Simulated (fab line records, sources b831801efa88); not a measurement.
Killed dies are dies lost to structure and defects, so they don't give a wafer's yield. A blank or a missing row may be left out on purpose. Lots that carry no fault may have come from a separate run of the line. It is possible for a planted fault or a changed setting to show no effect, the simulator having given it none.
A sampling plan put to the test	flow sky130	one line in one fab, 33 faults in these records, each fault weighed on the records of the lots it struck
What counts as the plan is the set of the line's own looks, namely the steps on the route at which a gauge or an inspection reads a wafer and does not change it. Where struck wafers have a number at a look and the file lists that look's usual mean and standard deviation on fault-free wafers, the look can be judged. Caught: the struck wafers' mean, at a look after the fault's first step, is 4 or more of those standard deviations (sigma) away from the usual mean. On the tool: the fault's steps, tested the same way using the tool's own readings. A different recipe on the struck wafers counts as caught too, as does a record blank only for those wafers.

== THE FAULTS, as the simulator had put them in ==
1. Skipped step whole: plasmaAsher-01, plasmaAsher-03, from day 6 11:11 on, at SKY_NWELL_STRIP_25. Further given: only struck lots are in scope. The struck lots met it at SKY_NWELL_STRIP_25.
2. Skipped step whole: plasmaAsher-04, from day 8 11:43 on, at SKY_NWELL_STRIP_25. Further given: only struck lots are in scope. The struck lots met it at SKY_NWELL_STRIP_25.
3. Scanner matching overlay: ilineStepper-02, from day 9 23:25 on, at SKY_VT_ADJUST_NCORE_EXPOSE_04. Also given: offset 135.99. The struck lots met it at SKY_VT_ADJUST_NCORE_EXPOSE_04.
4. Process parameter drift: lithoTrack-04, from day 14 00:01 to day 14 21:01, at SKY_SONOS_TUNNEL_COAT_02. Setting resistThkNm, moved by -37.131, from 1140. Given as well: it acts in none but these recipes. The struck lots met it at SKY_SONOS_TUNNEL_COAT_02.
5. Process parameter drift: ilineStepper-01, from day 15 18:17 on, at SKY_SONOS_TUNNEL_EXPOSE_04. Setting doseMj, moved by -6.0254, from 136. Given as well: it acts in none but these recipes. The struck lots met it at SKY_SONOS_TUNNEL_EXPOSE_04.
6. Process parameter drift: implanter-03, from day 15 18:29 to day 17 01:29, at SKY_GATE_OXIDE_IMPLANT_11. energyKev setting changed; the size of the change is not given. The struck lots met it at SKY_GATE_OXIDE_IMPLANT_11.
7. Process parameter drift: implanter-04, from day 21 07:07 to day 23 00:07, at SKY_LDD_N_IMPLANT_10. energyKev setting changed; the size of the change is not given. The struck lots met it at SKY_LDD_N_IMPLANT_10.
8. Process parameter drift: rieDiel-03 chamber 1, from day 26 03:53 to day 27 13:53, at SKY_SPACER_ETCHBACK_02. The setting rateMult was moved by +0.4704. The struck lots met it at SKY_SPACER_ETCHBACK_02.
9. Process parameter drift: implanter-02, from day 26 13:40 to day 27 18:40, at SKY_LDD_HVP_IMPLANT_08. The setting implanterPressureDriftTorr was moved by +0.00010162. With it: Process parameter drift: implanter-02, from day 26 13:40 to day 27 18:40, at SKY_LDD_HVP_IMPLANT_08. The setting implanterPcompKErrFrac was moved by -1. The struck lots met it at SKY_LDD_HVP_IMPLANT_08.
10. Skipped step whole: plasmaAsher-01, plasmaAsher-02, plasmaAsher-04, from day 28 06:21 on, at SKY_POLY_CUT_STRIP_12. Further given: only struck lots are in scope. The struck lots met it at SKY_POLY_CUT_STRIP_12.
11. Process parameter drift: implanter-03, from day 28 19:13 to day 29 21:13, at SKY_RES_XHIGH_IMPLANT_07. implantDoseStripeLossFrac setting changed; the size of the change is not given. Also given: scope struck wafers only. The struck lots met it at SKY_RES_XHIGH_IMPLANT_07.
12. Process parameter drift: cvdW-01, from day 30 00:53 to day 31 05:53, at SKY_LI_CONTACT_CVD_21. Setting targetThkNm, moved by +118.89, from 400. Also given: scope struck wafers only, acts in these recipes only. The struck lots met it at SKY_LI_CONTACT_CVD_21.
13. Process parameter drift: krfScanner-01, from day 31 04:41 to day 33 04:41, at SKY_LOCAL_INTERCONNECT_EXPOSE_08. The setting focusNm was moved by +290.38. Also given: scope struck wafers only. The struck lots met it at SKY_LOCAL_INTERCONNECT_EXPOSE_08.
14. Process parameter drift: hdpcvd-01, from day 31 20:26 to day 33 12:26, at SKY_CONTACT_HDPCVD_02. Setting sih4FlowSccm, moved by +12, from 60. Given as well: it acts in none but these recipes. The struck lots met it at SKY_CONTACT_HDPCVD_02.
15. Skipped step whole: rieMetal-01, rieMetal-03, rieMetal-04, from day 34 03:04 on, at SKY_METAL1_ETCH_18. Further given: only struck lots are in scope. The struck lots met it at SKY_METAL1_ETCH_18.
16. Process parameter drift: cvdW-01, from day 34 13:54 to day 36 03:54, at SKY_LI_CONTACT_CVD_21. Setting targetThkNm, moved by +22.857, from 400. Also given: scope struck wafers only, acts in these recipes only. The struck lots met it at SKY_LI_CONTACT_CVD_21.
17. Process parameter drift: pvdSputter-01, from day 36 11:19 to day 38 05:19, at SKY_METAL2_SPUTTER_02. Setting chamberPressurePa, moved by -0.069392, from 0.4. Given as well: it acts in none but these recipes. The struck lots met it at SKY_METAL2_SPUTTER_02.
18. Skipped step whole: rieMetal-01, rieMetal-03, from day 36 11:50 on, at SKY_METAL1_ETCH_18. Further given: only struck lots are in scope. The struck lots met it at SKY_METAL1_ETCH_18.
19. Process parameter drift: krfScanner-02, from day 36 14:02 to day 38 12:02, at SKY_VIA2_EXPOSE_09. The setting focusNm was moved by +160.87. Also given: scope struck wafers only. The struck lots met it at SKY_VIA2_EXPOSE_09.
20. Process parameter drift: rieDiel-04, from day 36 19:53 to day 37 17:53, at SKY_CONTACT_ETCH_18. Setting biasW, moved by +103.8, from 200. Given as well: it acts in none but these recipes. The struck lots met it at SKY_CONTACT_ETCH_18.
21. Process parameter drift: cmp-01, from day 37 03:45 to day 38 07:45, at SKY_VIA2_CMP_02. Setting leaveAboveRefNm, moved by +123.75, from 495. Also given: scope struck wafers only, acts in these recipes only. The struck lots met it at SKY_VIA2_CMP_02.
22. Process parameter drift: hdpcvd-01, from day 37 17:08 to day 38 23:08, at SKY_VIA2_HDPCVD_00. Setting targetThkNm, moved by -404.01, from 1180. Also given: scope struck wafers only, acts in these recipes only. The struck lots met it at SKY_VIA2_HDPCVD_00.
23. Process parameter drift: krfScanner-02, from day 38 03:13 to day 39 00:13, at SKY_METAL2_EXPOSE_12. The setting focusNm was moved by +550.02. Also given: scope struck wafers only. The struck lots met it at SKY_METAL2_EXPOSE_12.
24. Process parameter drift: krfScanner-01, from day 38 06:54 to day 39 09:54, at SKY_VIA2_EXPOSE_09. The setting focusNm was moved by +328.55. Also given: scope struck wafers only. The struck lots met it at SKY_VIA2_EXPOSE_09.
25. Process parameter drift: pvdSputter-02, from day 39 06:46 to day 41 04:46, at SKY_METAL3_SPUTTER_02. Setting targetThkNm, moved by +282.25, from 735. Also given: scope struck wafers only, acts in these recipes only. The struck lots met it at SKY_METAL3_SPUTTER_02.
26. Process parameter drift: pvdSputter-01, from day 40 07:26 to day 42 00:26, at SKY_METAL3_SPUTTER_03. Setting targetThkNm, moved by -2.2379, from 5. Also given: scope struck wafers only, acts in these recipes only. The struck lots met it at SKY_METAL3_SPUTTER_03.
27. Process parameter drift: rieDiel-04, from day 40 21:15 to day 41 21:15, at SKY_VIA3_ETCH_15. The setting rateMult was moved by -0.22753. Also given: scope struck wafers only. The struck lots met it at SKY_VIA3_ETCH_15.
28. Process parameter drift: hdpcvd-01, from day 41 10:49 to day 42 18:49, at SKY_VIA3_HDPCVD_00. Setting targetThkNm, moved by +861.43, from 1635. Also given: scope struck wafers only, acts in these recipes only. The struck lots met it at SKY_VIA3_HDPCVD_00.
29. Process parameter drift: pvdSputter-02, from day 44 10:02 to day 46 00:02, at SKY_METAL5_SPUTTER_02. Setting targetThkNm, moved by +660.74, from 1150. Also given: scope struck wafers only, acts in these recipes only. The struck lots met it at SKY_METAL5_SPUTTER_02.
30. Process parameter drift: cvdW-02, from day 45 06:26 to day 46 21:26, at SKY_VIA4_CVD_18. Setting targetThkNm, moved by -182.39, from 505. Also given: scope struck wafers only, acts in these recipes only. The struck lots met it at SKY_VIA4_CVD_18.
31. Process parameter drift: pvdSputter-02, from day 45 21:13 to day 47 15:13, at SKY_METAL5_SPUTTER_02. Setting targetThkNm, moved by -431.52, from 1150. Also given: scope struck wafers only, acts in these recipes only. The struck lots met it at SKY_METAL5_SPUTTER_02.
32. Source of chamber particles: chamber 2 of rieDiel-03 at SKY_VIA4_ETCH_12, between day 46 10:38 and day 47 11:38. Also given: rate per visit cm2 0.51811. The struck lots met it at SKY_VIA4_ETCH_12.
33. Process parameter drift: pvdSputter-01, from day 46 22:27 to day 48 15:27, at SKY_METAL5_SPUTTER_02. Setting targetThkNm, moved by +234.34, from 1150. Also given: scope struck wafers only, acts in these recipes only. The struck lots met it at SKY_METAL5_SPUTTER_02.

== WHAT THE PLAN SAW ==
fault	on the tool itself	first look that catches it	reading, sigma	median hours from its first step to that look	hours from the fault's start to the first struck lot there	judged looks passed uncaught
1	the tool's record is blank for the struck wafers	SKY_VT_ADJUST_HVTP_TW_MEAS_11	VT_ADJUST_HVTP_TW -99 or beyond	19.8	22	1
2	the tool's record is blank for the struck wafers	SKY_VT_ADJUST_HVTP_TW_MEAS_11	VT_ADJUST_HVTP_TW -99 or beyond	22.3	29	0
3	under 2 sigma	SKY_VT_ADJUST_NCORE_OVL_MEAS_08	VT_ADJUST_NCORE_OVL +99 or beyond	11.5	15	0
4	no reading that can be judged	not the one look that can be judged after it	-	-	-	1
5	exposureDoseMJCm2 -38 sigma	SKY_SONOS_TUNNEL_CD_MEAS_07	cdNm -4.8	13.3	18	0
6	beamEnergyKeV -99 or beyond sigma	no look after it can be judged	-	-	-	0
7	beamEnergyKeV -99 or beyond sigma	no look after it can be judged	-	-	-	0
8	under 2 sigma	no look after it can be judged	-	-	-	0
9	endStationPressureTorr +99 or beyond sigma	SKY_LDD_HVP_TW_MEAS_10	LDD_HVP_TW +12	0.2	18	0
10	the tool's record is blank for the struck wafers	no look after it can be judged	-	-	-	0
11	no reading that can be judged	SKY_SD_N_RS_MEAS_18	RES_XHIGH_RS +9.9	29.3	31	1
12	under 2 sigma	SKY_LI_CONTACT_RS_MEAS_22	LI_CONTACT_W_RS -16	0.1	24	0
13	no reading that can be judged	SKY_LOCAL_INTERCONNECT_CD_MEAS_11	cdNm -38	13.4	24	0
14	sih4FlowSccm +59 sigma	SKY_CONTACT_THK_MEAS_03	CONTACT_HDPCVD_THK +20	0.1	13	0
15	the tool's record is blank for the struck wafers	no look after it can be judged	-	-	-	0
16	under 2 sigma	SKY_LI_CONTACT_RS_MEAS_22	LI_CONTACT_W_RS -4.2	0.1	3	0
17	chamberPressurePa -63 sigma	SKY_METAL2_RS_MEAS_05	METAL2_ALCU_RS -4.6	0.1	9	0
18	the tool's record is blank for the struck wafers	no look after it can be judged	-	-	-	0
19	under 2 sigma	SKY_VIA2_CD_MEAS_12	cdNm -6.3	12.8	15	0
20	biasW +99 or beyond sigma	not the one look that can be judged after it	-	-	-	1
21	under 2 sigma	not the one look that can be judged after it	-	-	-	1
22	no reading that can be judged	SKY_VIA2_THK_MEAS_01	VIA2_HDPCVD_THK -36	0.1	6	0
23	under 2 sigma	no look after it can be judged	-	-	-	0
24	no reading that can be judged	SKY_VIA2_CD_MEAS_12	cdNm -19	11.9	18	0
25	under 2 sigma	none of the 2 looks that can be judged after it	-	-	-	2
26	under 2 sigma	no look after it can be judged	-	-	-	0
27	oesProductAu -21 sigma	no look after it can be judged	-	-	-	0
28	no reading that can be judged	SKY_VIA3_THK_MEAS_01	VIA3_HDPCVD_THK +43	0.2	7	0
29	under 2 sigma	SKY_METAL5_RS_MEAS_05	METAL5_ALCU_RS -33	0.1	32	0
30	under 2 sigma	SKY_VIA4_RS_MEAS_19	VIA4_W_RS +38	0.2	11	0
31	under 2 sigma	SKY_METAL5_RS_MEAS_05	METAL5_ALCU_RS +55	0.1	16	0
32	under 2 sigma	none of the 4 looks that can be judged after it	strongest: VIA4_W_THK at SKY_VIA4_THK_MEAS_20, -2.4	-	-	4
33	under 2 sigma	SKY_METAL5_RS_MEAS_05	METAL5_ALCU_RS -14	0.1	3	0
A dash: the fault isn't caught, or these records don't give the number.

Caught at a look: 19 of 33. Caught on the tool: 13 of 33. By one or the other: 26 of 33.
On the tool alone, faults 6, 7, 10, 15, 18, 20, 27 were caught.
Caught at a look alone: faults 3, 11, 12, 13, 16, 19, 22, 24, 28, 29, 30, 31, 33.
Caught by neither: faults 4, 8, 21, 23, 25, 26, 32.

== THINNER SAMPLING ==
Were the look that catches a fault to measure just every second or every third lot (counted by lot number), the first struck lot would, at worst, be measured this late:
fault	struck lots at that look, in order of time	every lot	every second lot	every third lot
1	L309, L310	22 h	28 h	may miss all 2
2	L365, L366	29 h	35 h	may miss all 2
3	L631, L634	15 h	46 h	may miss all 2
5	L467, L468	18 h	36 h	may miss all 2
9	L343, L344	18 h	23 h	may miss all 2
11	L950	31 h	may miss it	may miss it
12	L146	24 h	may miss it	may miss it
13	L418, L422	24 h	may miss all 2	may miss all 2
14	L682, L683	13 h	17 h	may miss all 2
16	L127, L129	3 h	may miss all 2	may miss all 2
17	L165, L166	9 h	22 h	may miss all 2
19	L834, L835, L837	15 h	35 h	may miss all 3
22	L936, L938	6 h	may miss all 2	may miss all 2
24	L750, L753	18 h	38 h	may miss all 2
28	L802, L804, L805	7 h	16 h	may miss all 3
29	L488	32 h	may miss it	may miss it
30	L763, L765, L764	11 h	17 h	17 h
31	L634	16 h	may miss it	may miss it
33	L540, L546	3 h	may miss all 2	may miss all 2
The hour figures run from when the fault began to the first measured lot among those it struck. 4 sigma limit: tested on the pooled struck wafers, so a lone lot may be under it. Other struck lots may not be in these records.

== THE LONGEST TIMED WAY FROM STEP TO LOOK ==
For fault 11, SKY_RES_XHIGH_IMPLANT_07 and SKY_SD_N_RS_MEAS_18 are separated by a median of 29.3 hours. The look between them that can be judged stayed within 4 sigma: SKY_SD_N_CD_MEAS_07.
